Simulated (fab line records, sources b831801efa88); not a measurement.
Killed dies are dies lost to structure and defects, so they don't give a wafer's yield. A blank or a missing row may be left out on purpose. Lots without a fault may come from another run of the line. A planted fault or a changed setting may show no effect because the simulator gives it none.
fab line records | flow sky130
record lots=13 wafers=39 last_day=50
route steps=708 shown VIA3@588 PAD_OPEN@708
lots that met no fault: from a run of the same line without faults
start_h: hours from the record's first day to the start of the lot's first wafer shown | wait_h: hours since the lot's step before | " the same as in the row above | L1.1+2: a row that stands for several wafers | - no value, or no start given | * or withheld: withheld | < > ~ a bound
route shown NAME@n: a module of which the file shows steps, and the number in the route of the first | usual: mean/standard deviation of fault-free wafers | same: alike in all rows | chamber/n: place in a boat | sites: the reading at each site | _std_site: their standard deviation | _edge_site: outer sites' mean less inner sites' | radius_mm: how far each site lies from the wafer's centre | mask NAME#n: copy n | behind: the tool/chamber that last shaped the wafer | hold: why the lot was held/for how many hours/how that ended | device: the transistor (n, p or np) that didn't switch | end of line: the same wafers' tests at the end of the route | a step without rows: its recipe alone | killed: dies lost to structure and defects at the first sort, not the wafer's yield | map: a wafer's dies, x killed, . not, _ none there
set.NAME: the setting as run; set.NAME@STEP: as run at that earlier step | model.NAME: the simulator's own value behind a step, which no gauge read
steps of the route over a sample of lots; a table a step, a row a wafer
services: from which hour (start_h, from the record's first day; less than 0 if before it) a tool's chamber was out of use, for how many hours, and why
## steps
# step SKY_VIA3_ETCH_15
# recipe target=SiO2 chemistry=C4F8/O2/Ar target_depth_nm=507 stop_on=TiN mask_material=KrF-thick source_w=1500 bias_w=1200 pressure_mtorr=40 c4f8_flow_sccm=withheld O2_flow_sccm=6 Ar_flow_sccm=300 time_s=78
# usual oes_product_au=0.947/0.0053 run_length_s=106.1/0.42
# columns lot.wafer tool chamber start_h wait_h oes_product_au rf_hours_counter_h run_length_s
L294.3 rie_diel-04 0 918.62 0.0 0.944 27 106.8
L294.4 " 3 " " 0.954 9 105.5
L294.5 " 1 " " 0.947 - 106.3
L295.1 rie_diel-03 3 931.46 0.0 0.948 7 105.6
L295.4 " 1 " " 0.943 15 106.0
L295.6 " 3 " " 0.949 - 105.5
L296.1 rie_diel-04 1 940.09 0.0 0.937 7 106.1
L296.4 " 0 " " 0.956 28 106.4
L296.5 " 0 " " 0.943 - 106.6
L297.1 rie_diel-03 2 948.19 0.0 0.941 12 106.3
L297.3 " 3 " " 0.944 7 105.6
L297.6 " 1 " " 0.952 - 105.8
L298.3 rie_diel-02 2 958.82 0.0 0.940 4 106.5
L298.4 " 3 " " 0.949 15 106.6
L298.6 " 1 " " 0.951 - 105.6
L301.3 rie_diel-03 1 983.27 0.0 0.956 17 105.7
L301.4 " 3 " " 0.945 8 105.6
L301.5 " 1 " " 0.947 - 105.9
L302.2 rie_diel-04 3 990.34 0.0 0.953 11 106.1
L302.4 " 0 " " 0.950 1 106.6
L302.5 " 0 " " 0.943 - 106.9
L306.1 rie_diel-04 0 1012.94 0.0 0.883 1 116.1
L306.2 " 2 " " 0.888 25 115.2
L306.4 " 3 " " 0.888 12 115.2
L308.2 rie_diel-04 3 1029.59 0.0 0.889 12 115.8
L308.4 " 2 " " 0.883 26 115.6
L308.6 " 1 " " 0.888 - 115.6
L312.2 rie_diel-02 2 1052.24 0.0 0.948 8 106.8
L312.5 " 3 " " 0.953 - 106.5
L312.6 " 0 " " 0.948 - 105.8
L314.1 rie_diel-03 3 1071.64 0.0 0.949 11 105.7
L314.2 " 0 " " 0.944 18 106.0
L314.3 " 1 " " 0.942 20 105.6
L316.3 rie_diel-03 3 1075.02 0.0 0.948 11 105.9
L316.4 " 0 " " 0.948 18 106.0
L316.5 " 3 " " 0.947 - 106.2
L317.1 rie_diel-02 3 1080.24 0.0 0.946 20 106.7
L317.2 " 1 " " 0.953 14 105.6
L317.6 " 3 " " 0.941 - 106.1
# step SKY_VIA3_STRIP_16
# recipe chemistry=O2/N2 power_w=1400 pressure_mtorr=1500 platen_temp_c=withheld o2_flow_sccm=3000 n2_flow_sccm=300 overash_fraction=0.5
# usual drypump_motor_current_A=6.02/0.2 oes_product_au=0.401/0.0045 strip_time_to_endpoint_s=4.129/0.028
# columns lot.wafer tool chamber start_h wait_h drypump_motor_current_A oes_product_au rf_hours_counter_h strip_time_to_endpoint_s
L294.3 plasma_asher-03 0 918.71 0.1 5.73 0.401 - 4.134
L294.4 " 1 " " 5.86 0.397 - 4.094
L294.5 " 0 " " 5.64 0.398 - 4.119
L295.1 plasma_asher-03 0 931.52 0.0 5.68 0.400 50 4.108
L295.4 " 0 " " 5.68 0.398 - 4.116
L295.6 " 0 " " 5.67 0.401 - 4.091
L296.1 plasma_asher-01 0 940.15 0.0 6.15 0.402 114 4.108
L296.4 " 1 " " 5.93 0.408 - 4.140
L296.5 " 0 " " 6.15 0.408 - 4.182
L297.1 plasma_asher-04 1 948.25 0.0 6.23 0.396 78 4.144
L297.3 " 1 " " 6.24 0.396 - 4.080
L297.6 " 1 " " 6.23 0.398 - 4.113
L298.3 plasma_asher-03 1 958.91 0.1 5.88 0.405 - 4.187
L298.4 " 0 " " 5.71 0.403 - 4.156
L298.6 " 0 " " 5.70 0.407 - 4.181
L301.3 plasma_asher-04 0 983.36 0.1 6.16 0.402 - 4.106
L301.4 " 1 " " 6.25 0.391 - 4.085
L301.5 " 0 " " 6.16 0.400 - 4.103
L302.2 plasma_asher-03 0 990.40 0.0 5.65 0.397 56 4.110
L302.4 " 1 " " 5.87 0.401 - 4.119
L302.5 " 1 " " 5.88 0.399 - 4.156
L306.1 plasma_asher-04 1 1013.00 0.0 6.25 0.398 85 4.016
L306.2 " 0 " " 6.13 0.394 85 3.973
L306.4 " 0 " " 6.13 0.394 - 3.988
L308.2 plasma_asher-01 1 1029.65 0.0 5.96 0.398 123 4.007
L308.4 " 0 " " 6.13 0.394 - 4.009
L308.6 " 1 " " 5.96 0.400 - 3.961
L312.2 plasma_asher-04 1 1052.30 0.0 6.25 0.404 88 4.152
L312.5 " 1 " " 6.25 0.401 - 4.143
L312.6 " 0 " " 6.16 0.403 - 4.151
L314.1 plasma_asher-03 1 1071.70 0.0 5.90 0.395 64 4.061
L314.2 " 0 " " 5.68 0.404 64 4.112
L314.3 " 0 " " 5.71 0.404 - 4.112
L316.3 plasma_asher-01 0 1075.12 0.1 6.13 0.404 - 4.078
L316.4 " 1 " " 5.98 0.402 - 4.127
L316.5 " 1 " " 5.96 0.401 - 4.092
L317.1 plasma_asher-04 1 1080.30 0.0 6.26 0.405 91 4.150
L317.2 " 0 " " 6.16 0.415 91 4.165
L317.6 " 0 " " 6.17 0.401 - 4.154
# step SKY_PAD_OPEN_PROBE_99
# usual defect_limited_yield=82.5/1.7 killed_at_M0_to_M3=43/6.7 killed_at_M4_up=3.2/1.8 killed_at_contacts=24/4.8 killed_at_front_end=16/4.2 killed_at_other=0.3/0.56 killed_dies=86/8.5 killed_on_rim=17/3.9 killed_open=47/6.7 killed_short=39/6 sort_bin_3_pad_short=0.9/0.45 sort_bin_5_function=10.3/1.6 sort_bin_6_memory=6.3/1 sort_n_pass=406/8.5 sort_yield_pct=82.5/1.7
# same gross_dies=492 killed_at_back_side=0 sort_bin_4_leakage[%]=0 sort_bin_8_speed[%]=0
# columns lot.wafer tool chamber start_h wait_h defect_limited_yield[%] killed_at_M0_to_M3 killed_at_M4_up killed_at_contacts killed_at_front_end killed_at_other killed_dies killed_on_rim killed_open killed_short sort_bin_3_pad_short[%] sort_bin_5_function[%] sort_bin_6_memory[%] sort_n_pass sort_yield_pct[%]
L302.2 prober-01 - 1126.90 0.1 80.9 50 5 30 9 0 94 21 58 36 0.4 14.6 4.1 398 80.9
L302.4 prober-01 - 1127.00 0.2 83.7 48 3 20 9 0 80 13 45 35 0.8 7.7 7.7 412 83.7
L302.5 prober-01 - 1127.05 0.2 80.7 41 6 31 17 0 95 24 54 41 0 12.4 6.9 397 80.7
L306.1 prober-01 - 1144.96 0.1 80.1 38 2 40 18 0 98 17 53 45 1.2 10.4 8.3 394 80.1
L306.2 prober-01 - 1145.01 0.1 81.9 44 2 23 20 0 89 19 52 37 1.2 10.2 6.7 403 81.9
L306.4 prober-01 - 1145.11 0.2 86.8 25 2 23 15 0 65 9 35 30 0.8 7.9 4.5 427 86.8
L312.2 prober-01 - 1176.96 0.1 81.3 51 1 19 20 1 92 19 48 44 0 11.8 6.9 400 81.3
L312.5 prober-01 - 1177.11 0.2 84.6 39 1 20 15 1 76 12 41 34 1.0 9.1 5.3 416 84.6
L312.6 prober-01 - 1177.16 0.2 81.3 47 5 26 14 0 92 16 48 44 0.8 10.4 7.5 400 81.3
L314.1 prober-01 - 1190.91 0.1 82.5 38 3 27 18 0 86 16 44 41 0.2 11.4 5.9 406 82.5
L314.2 prober-01 - 1190.96 0.1 81.5 44 3 24 19 1 91 20 46 44 1.6 9.3 7.5 401 81.5
L314.3 prober-01 - 1191.01 0.2 84.1 44 3 13 18 0 78 19 42 34 1.2 8.7 5.9 414 84.1
# killed by level:class
L302.2 VIA1:geometric_particle:open=14 VIA2:geometric_particle:open=10 LI_CONTACT:geometric_particle:open=9 CONTACT:geometric_particle:open=8 VIA1:geometric_particle:short=7 VIA3:geometric_particle:open=5 LOCAL_INTERCONNECT:geometric_particle:short=4 CONTACT:geometric_particle:short=4
L302.4 VIA1:geometric_particle:open=11 VIA1:geometric_particle:short=8 LOCAL_INTERCONNECT:geometric_particle:short=6 CONTACT:geometric_particle:open=6 METAL2:geometric_particle:short=6 LI_CONTACT:geometric_particle:open=5 VIA3:geometric_particle:open=5 FIELD_ISO:geometric_particle:short=4
L302.5 LI_CONTACT:geometric_particle:open=15 VIA1:geometric_particle:open=8 VIA3:geometric_particle:open=8 CONTACT:geometric_particle:open=7 METAL1:geometric_particle:short=6 FIELD_ISO:geometric_particle:open=5 FIELD_ISO:geometric_particle:short=5 METAL4:geometric_particle:short=5
L306.1 CONTACT:geometric_particle:open=17 CONTACT:geometric_particle:short=8 VIA3:geometric_particle:open=8 VIA1:geometric_particle:short=6 FIELD_ISO:geometric_particle:open=5 LOCAL_INTERCONNECT:geometric_particle:open=5 VIA2:geometric_particle:open=5 FIELD_ISO:geometric_particle:short=4
L306.2 LI_CONTACT:geometric_particle:open=8 VIA1:geometric_particle:open=7 VIA2:geometric_particle:open=7 CONTACT:geometric_particle:open=6 METAL1:geometric_particle:short=6 VIA3:geometric_particle:open=6 FIELD_ISO:geometric_particle:open=5 FIELD_ISO:geometric_particle:short=5
L306.4 CONTACT:geometric_particle:open=10 POLY_GATE:geometric_particle:short=6 FIELD_ISO:geometric_particle:open=5 LI_CONTACT:geometric_particle:open=4 VIA3:geometric_particle:short=4 FIELD_ISO:geometric_particle:short=3 CONTACT:geometric_particle:short=3 VIA1:geometric_particle:open=3
L312.2 VIA1:geometric_particle:open=9 VIA2:geometric_particle:open=8 LI_CONTACT:geometric_particle:open=7 VIA3:geometric_particle:open=7 FIELD_ISO:geometric_particle:short=6 METAL1:geometric_particle:short=6 VIA3:geometric_particle:short=6 CONTACT:geometric_particle:open=4
L312.5 VIA1:geometric_particle:open=11 CONTACT:geometric_particle:open=7 FIELD_ISO:geometric_particle:short=4 POLY_GATE:geometric_particle:short=4 LI_CONTACT:geometric_particle:short=4 LOCAL_INTERCONNECT:geometric_particle:short=4 METAL1:geometric_particle:short=4 METAL2:geometric_particle:short=4
L312.6 LI_CONTACT:geometric_particle:open=11 VIA1:geometric_particle:open=9 METAL2:geometric_particle:short=6 FIELD_ISO:geometric_particle:open=5 CONTACT:geometric_particle:short=5 METAL1:geometric_particle:short=5 VIA1:geometric_particle:short=5 VIA2:geometric_particle:open=5
L314.1 VIA1:geometric_particle:open=12 LI_CONTACT:geometric_particle:open=7 CONTACT:geometric_particle:open=7 LI_CONTACT:geometric_particle:short=6 VIA3:geometric_particle:open=6 CONTACT:geometric_particle:short=5 VIA2:geometric_particle:short=5 FIELD_ISO:geometric_particle:open=4
L314.2 VIA1:geometric_particle:open=13 CONTACT:geometric_particle:open=10 POLY_GATE:geometric_particle:short=8 METAL1:geometric_particle:short=7 FIELD_ISO:geometric_particle:short=5 LI_CONTACT:geometric_particle:open=5 CONTACT:geometric_particle:short=4 VIA1:geometric_particle:short=4
L314.3 VIA1:geometric_particle:open=13 VIA3:geometric_particle:short=6 FIELD_ISO:geometric_particle:open=5 LI_CONTACT:geometric_particle:open=5 METAL3:geometric_particle:short=5 METAL1:geometric_particle:short=5 CONTACT:geometric_particle:open=4 POLY_GATE:geometric_particle:short=3
## services
# columns tool chamber start_h hours kind
rie_diel-04 - 910.08 2.8 pm
rie_diel-03 3 913.71 4.5 repair
rie_diel-04 0 946.98 - clean
rie_diel-04 0 946.98 - consumable_replace:showerhead
rie_diel-04 0 946.98 21.3 scheduled_down
rie_diel-04 0 946.98 21.3 vent_cycle
rie_diel-04 3 963.00 5.6 repair
rie_diel-02 0 1003.34 17.4 repair
plasma_asher-03 - 1011.69 3.7 repair
plasma_asher-03 - 1040.95 2.7 repair
plasma_asher-01 - 1055.25 9.0 pm
plasma_asher-01 0 1055.25 9.0 vent_cycle
plasma_asher-01 1 1055.25 9.0 vent_cycle
plasma_asher-01 0 1064.25 - clean
plasma_asher-01 1 1064.25 - clean
rie_diel-04 - 1065.33 2.1 repair
## key
first_sign step=SKY_VIA3_ETCH_15 reading=run_length_s direction=up sigmas=23 usual=* struck=*
effect step=SKY_VIA3_ETCH_15 reading=oes_product_au direction=down sigmas=11 usual=0.947 struck=0.887
effect step=SKY_VIA3_STRIP_16 reading=strip_time_to_endpoint_s direction=down sigmas=4.8 usual=* struck=*
met_at SKY_VIA3_ETCH_15
struck_lots L306,L308
onset_between 990.34 1012.94
fault kind=process_parameter_drift tool=rie_diel-04 chamber=- onset_h=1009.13 steps=SKY_VIA3_ETCH_15 channel=time_s offset=* shape=step end_h=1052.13 acts_in=* stated=*
